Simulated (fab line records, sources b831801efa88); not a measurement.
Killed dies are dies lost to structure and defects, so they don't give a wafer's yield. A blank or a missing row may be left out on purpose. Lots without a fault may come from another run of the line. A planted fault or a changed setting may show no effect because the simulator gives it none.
Which tool did it? | flow gf180mcu | 14 lots, 42 wafers sampled, at 5 steps of a route of 602

WHAT THE GAUGES READ, wafer by wafer
GF_SAB_THK_MEAS_01. Usual: SAB_CVD_00_THK 50.0 nm, standard deviation 0.68.
lot  | measured     | on            | SAB_CVD_00_THK (nm) | flag
L432 | day 14 05:44 | film_metro-02 | 49.2 50.1 50.2      |
L433 | day 14 10:38 | film_metro-03 | 49.6 50.3 49.7      |
L434 | day 14 18:55 | film_metro-04 | 49.2 49.6 50.8      |
L435 | day 15 10:52 | film_metro-03 | 49.5 49.4 50.4      |
L436 | day 15 19:22 | film_metro-03 | 48.6 49.4 51.1      |
L438 | day 16 15:04 | film_metro-04 | 50.1 49.7 49.8      |
L437 | day 16 16:23 | film_metro-04 | 50.0 51.2 49.9      |
L440 | day 17 03:29 | film_metro-04 | 50.6 50.2 49.9      |
L441 | day 17 13:15 | film_metro-02 | 49.4 50.4 50.5      |
L443 | day 18 09:23 | film_metro-04 | 48.6 50.9 49.3      |
L444 | day 18 10:55 | film_metro-02 | 50.2 50.4 49.1      |
L445 | day 19 01:16 | film_metro-03 | 99.0 101.1 101.5    | OFF
L448 | day 19 22:45 | film_metro-04 | 101.0 102.1 103.6   | OFF
L450 | day 20 11:13 | film_metro-02 | 99.5 102.8 100.2    | OFF

GF_SALICIDE_THK_MEAS_05: measures by xrf. Usual: SALICIDE_TIN_THK 19.7 nm, standard deviation 0.33.
lot  | measured     | on            | SALICIDE_TIN_THK (nm) | flag
L432 | day 15 03:18 | film_metro-01 | 19.8 19.2 19.4        |
L433 | day 15 07:49 | film_metro-02 | 20.2 20.3 19.9        |
L434 | day 15 16:19 | film_metro-03 | 19.7 19.1 20.1        |
L435 | day 16 09:52 | film_metro-02 | 20.2 19.7 20.1        |
L436 | day 16 18:41 | film_metro-02 | 19.3 19.4 19.7        |
L438 | day 17 13:17 | film_metro-01 | 19.9 19.6 20.1        |
L437 | day 17 14:39 | film_metro-01 | 19.9 19.6 19.5        |
L440 | day 18 02:22 | film_metro-03 | 20.1 19.6 20.2        |
L441 | day 18 13:14 | film_metro-03 | 19.6 19.4 20.1        |
L443 | day 19 09:50 | film_metro-02 | 19.7 19.5 19.7        |
L444 | day 19 11:36 | film_metro-02 | 19.5 19.3 19.3        |
L445 | day 20 02:26 | film_metro-01 | 19.6 19.4 19.4        |
L448 | day 20 22:56 | film_metro-03 | 19.6 20.0 20.0        |
L450 | day 21 11:29 | film_metro-02 | 20.1 19.5 20.1        |

GF_CONTACT_THK_MEAS_03. Usual: CONTACT_CVD_02_THK 863 nm, standard deviation 13.
lot  | measured     | on            | CONTACT_CVD_02_THK (nm) | flag
L432 | day 15 03:49 | film_metro-03 | 851 867 871             |
L433 | day 15 08:20 | film_metro-04 | 866 871 867             |
L434 | day 15 16:56 | film_metro-04 | 848 857 869             |
L435 | day 16 10:23 | film_metro-01 | 857 859 859             |
L436 | day 16 19:13 | film_metro-03 | 851 868 877             |
L438 | day 17 13:49 | film_metro-03 | 858 867 865             |
L437 | day 17 15:11 | film_metro-01 | 861 879 883             |
L440 | day 18 02:54 | film_metro-03 | 878 872 869             |
L441 | day 18 13:47 | film_metro-01 | 862 877 884             |
L443 | day 19 10:22 | film_metro-04 | 845 881 861             |
L444 | day 19 12:08 | film_metro-01 | 850 876 866             |
L445 | day 20 03:05 | film_metro-03 | 861 862 863             |
L448 | day 20 23:34 | film_metro-03 | 868 884 856             |
L450 | day 21 12:01 | film_metro-03 | 856 881 882             |

GF_CONTACT_BOW_MEAS_05. Usual: CONTACT_BOW 65 um, standard deviation 6.8.
lot  | measured     | on            | CONTACT_BOW (um) | flag
L432 | day 15 04:11 | film_metro-01 | 50 66 65         |
L433 | day 15 08:42 | film_metro-03 | 69 60 59         |
L434 | day 15 17:35 | film_metro-03 | 64 69 60         |
L435 | day 16 10:45 | film_metro-04 | 65 68 69         |
L436 | day 16 19:35 | film_metro-04 | 55 69 74         |
L438 | day 17 14:10 | film_metro-04 | 54 57 59         |
L437 | day 17 15:33 | film_metro-01 | 64 68 61         |
L440 | day 18 03:17 | film_metro-04 | 63 59 63         |
L441 | day 18 14:09 | film_metro-01 | 71 66 69         |
L443 | day 19 10:44 | film_metro-01 | 64 64 63         |
L444 | day 19 12:31 | film_metro-04 | 57 71 65         |
L445 | day 20 03:26 | film_metro-03 | 70 72 82         |
L448 | day 20 23:55 | film_metro-04 | 58 61 66         |
L450 | day 21 12:22 | film_metro-03 | 69 73 73         |

WHICH TOOL RAN EACH LOT (tool, then ch and the chambers of the sampled wafers, then the start)
lot  | GF_SAB_CVD_00
L432 | pecvd-02 ch 0,1,2, day 14 05:43
L433 | pecvd-01 ch 0,1, day 14 10:37
L434 | pecvd-04 ch 0,1,2, day 14 18:53
L435 | pecvd-04 ch 0,1, day 15 10:50
L436 | pecvd-02 ch 0,1,2, day 15 19:18
L438 | pecvd-02 ch 0,1,2, day 16 15:03
L437 | pecvd-01 ch 0,1,2, day 16 16:21
L440 | pecvd-02 ch 0,1,2, day 17 03:27
L441 | pecvd-04 ch 1,2, day 17 13:14
L443 | pecvd-01 ch 1,2, day 18 09:22
L444 | pecvd-01 ch 0,1,2, day 18 10:52
L445 | pecvd-04 ch 1,2, day 19 01:04
L448 | pecvd-01 ch 0,1, day 19 22:33
L450 | pecvd-04 ch 1,2, day 20 11:01
- GF_SAB_CVD_00: deposits SiO2 from TEOS, target thk 50 nm, time 4.9302 s.

WHAT THE TOOLS THEMSELVES READ (means of the sampled wafers that have a number; where no wafer has one, the mark that the record gives instead)
GF_SAB_CVD_00. Usual: heater_power_w 718 W, standard deviation 140.
lot  | tool     | heater_power_w (W) | flag
L432 | pecvd-02 | 730                |
L433 | pecvd-01 | 649                |
L434 | pecvd-04 | 731                |
L435 | pecvd-04 | 746                |
L436 | pecvd-02 | 698                |
L438 | pecvd-02 | 724                |
L437 | pecvd-01 | 723                |
L440 | pecvd-02 | 666                |
L441 | pecvd-04 | 730                |
L443 | pecvd-01 | 698                |
L444 | pecvd-01 | 725                |
L445 | pecvd-04 | 718                |
L448 | pecvd-01 | 639                |
L450 | pecvd-04 | 704                |

THE ANSWER, worked out from the rows above alone
Rule: a lot is off if the mean of its wafers that have a number lies more than 3 standard deviations from the usual mean. A lot without any number at a reading at which 4 lots or more have one is off too. The other lots that the step has rows for count as sound. The gauges are gone through in route order, then the tools' own readings, and for those a lot's mean is taken as printed above. The first step at which some lot is off is used, and at that step the reading that is off furthest; a lot without a number counts as furthest.
Off: L445, L448, L450, at GF_SAB_THK_MEAS_01 (SAB_CVD_00_THK).
A tool fits if, at a process step before that reading, it ran every lot that is off, and no sound lot after the first of them. The gauges at GF_SAB_THK_MEAS_01 are tried like those tools. None of those tried fits.

WHAT THE SIMULATOR HAD PUT IN
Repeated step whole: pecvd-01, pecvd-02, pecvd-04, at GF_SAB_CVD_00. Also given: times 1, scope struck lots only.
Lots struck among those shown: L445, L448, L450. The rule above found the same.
